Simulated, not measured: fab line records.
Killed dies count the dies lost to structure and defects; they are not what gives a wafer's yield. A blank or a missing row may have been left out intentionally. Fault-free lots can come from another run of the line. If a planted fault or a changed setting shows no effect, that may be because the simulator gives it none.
The same fault as seen by 2 desks ; flow sky130 ; each desk has only its own numbers; what lay behind them comes last

## THE TOOL OWNER'S DESK: pvd_sputter-01
At SKY_METAL4_SPUTTER_04 (material TiN, target thk 70 nm, time 58.3 s) the tool's own readings: per lot run on this tool, the mean of the sampled wafers that have a number. The brackets show how far a lot's mean lies from the usual mean; more than 4 standard deviations puts the lot out of limits, marked OUT.
Columns: A = cathode_dc_power_W at SKY_METAL4_SPUTTER_04, usual 6499.9 W; B = throttle_valve_pct at SKY_METAL4_SPUTTER_04, usual 30.5 %
lot;first seen here;A;B
L240;day 44 00:44;5910.5 (-99 or more) OUT;30.2
L242;day 44 10:20;5912.4 (-99 or more) OUT;29.7
This desk's verdict: out of limits on L240, L242, starting with L240 at day 44 00:44 (cathode_dc_power_W at SKY_METAL4_SPUTTER_04). In limits: none.

## THE METROLOGY DESK
What the gauges read for every lot (on any tool): the sampled wafers with a number, averaged. The brackets show how far a lot's mean lies from the usual mean; more than 4 standard deviations puts the lot out of limits, marked OUT.
Columns: A = VIA3_HDPCVD_THK at SKY_VIA3_THK_MEAS_01, usual 1633 nm; B = cd_nm at SKY_VIA3_CD_MEAS_12, usual 200.1 nm
lot;first seen here;A;B
L226;day 38 13:52;1636;200.6
L228;day 39 12:23;1627;200.8
L229;day 40 05:11;1639;198.0
L232;day 40 20:19;1648;199.4
L231;day 40 22:00;1628;198.8
L239;day 42 11:22;1636;199.0
L240;day 42 23:20;1617;200.4
L242;day 43 09:02;1607;199.2
L243;day 43 16:10;1636;201.7
L244;day 43 21:08;1628;198.5
L245;day 44 00:28;1603;198.9
L246;day 44 05:36;1652;200.2
L248;day 45 07:54;1649;202.6
This desk's finding: nothing out of limits on any of the 13 lots.

## TAKEN TOGETHER
On L240, L242, at day 44 00:44, an alarm was possible from the tool owner's desk.
The metrology desk saw nothing out of limits.
The metrology desk holds a record of L240, L242, inside its limits.
Of the lots named, all ran SKY_METAL4_SPUTTER_04 on pvd_sputter-01.

## WHAT WAS PUT IN BY THE SIMULATOR
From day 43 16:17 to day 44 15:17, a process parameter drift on pvd_sputter-01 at SKY_METAL4_SPUTTER_04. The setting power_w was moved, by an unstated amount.
Struck lots among those shown: L240, L242.
Time in hours from fault onset to the first out-of-limits reading at each desk: the tool owner's desk, 8.
